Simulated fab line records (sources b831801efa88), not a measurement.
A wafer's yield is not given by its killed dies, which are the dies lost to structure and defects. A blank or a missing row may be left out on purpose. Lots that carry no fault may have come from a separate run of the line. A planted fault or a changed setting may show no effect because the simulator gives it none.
Matching of chambers / flow sky130 / SKY_VIA3_ETCH_15 on rie_diel-01: 4 sister chambers
The step etches SiO2 in C4F8/O2/Ar, stops on TiN, target depth 507 nm, time 78 s. 4 wafers are shown with their chamber, then 8 later ones without.

== WAFERS, EACH WITH ITS CHAMBER ==
wafer=L088.1; chamber=1; oes_product_au (a.u.)=0.942
wafer=L094.1; chamber=0; oes_product_au (a.u.)=0.939
wafer=L094.6; chamber=3; oes_product_au (a.u.)=0.926
wafer=L096.1; chamber=2; oes_product_au (a.u.)=0.931

== WAFERS WITH NO CHAMBER GIVEN ==
wafer=L096.4; oes_product_au (a.u.)=0.939
wafer=L096.6; oes_product_au (a.u.)=0.929
wafer=L097.1; oes_product_au (a.u.)=0.943
wafer=L097.2; oes_product_au (a.u.)=0.937
wafer=L097.3; oes_product_au (a.u.)=0.929
wafer=L097.4; oes_product_au (a.u.)=0.931
wafer=L097.5; oes_product_au (a.u.)=0.925
wafer=L097.6; oes_product_au (a.u.)=0.946

== CHAMBER TAKEN BY EACH ==
wafer=L096.4; from the rows above=can't be placed: 0 or 1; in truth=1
wafer=L096.6; from the rows above=can't be placed: 2 or 3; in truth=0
wafer=L097.1; from the rows above=can't be placed: 1 or 0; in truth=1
wafer=L097.2; from the rows above=can't be placed: 0 or 1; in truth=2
wafer=L097.3; from the rows above=can't be placed: 2 or 3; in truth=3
wafer=L097.4; from the rows above=2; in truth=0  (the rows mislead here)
wafer=L097.5; from the rows above=3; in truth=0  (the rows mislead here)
wafer=L097.6; from the rows above=can't be placed: 1 or 0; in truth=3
0 of 8 placed correctly. Can't be placed from these rows: 6 (the true chamber is among the candidates in 3). Number placed wrongly: 2.
How it was worked out, from the rows above alone: a wafer's distance from a chamber is the root of the sum, over the readings, of the square of ((its reading less the chamber's mean) divided by the reading's scatter). If the next closest chamber is less than 2 further off than the closest, the wafer can't be placed; otherwise it belongs to the closest. Each chamber's mean is taken over the wafers shown for it. The scatter (one wafer shown for each chamber): square how far every hidden wafer sits from the nearest shown wafer, average those squares and take the square root.
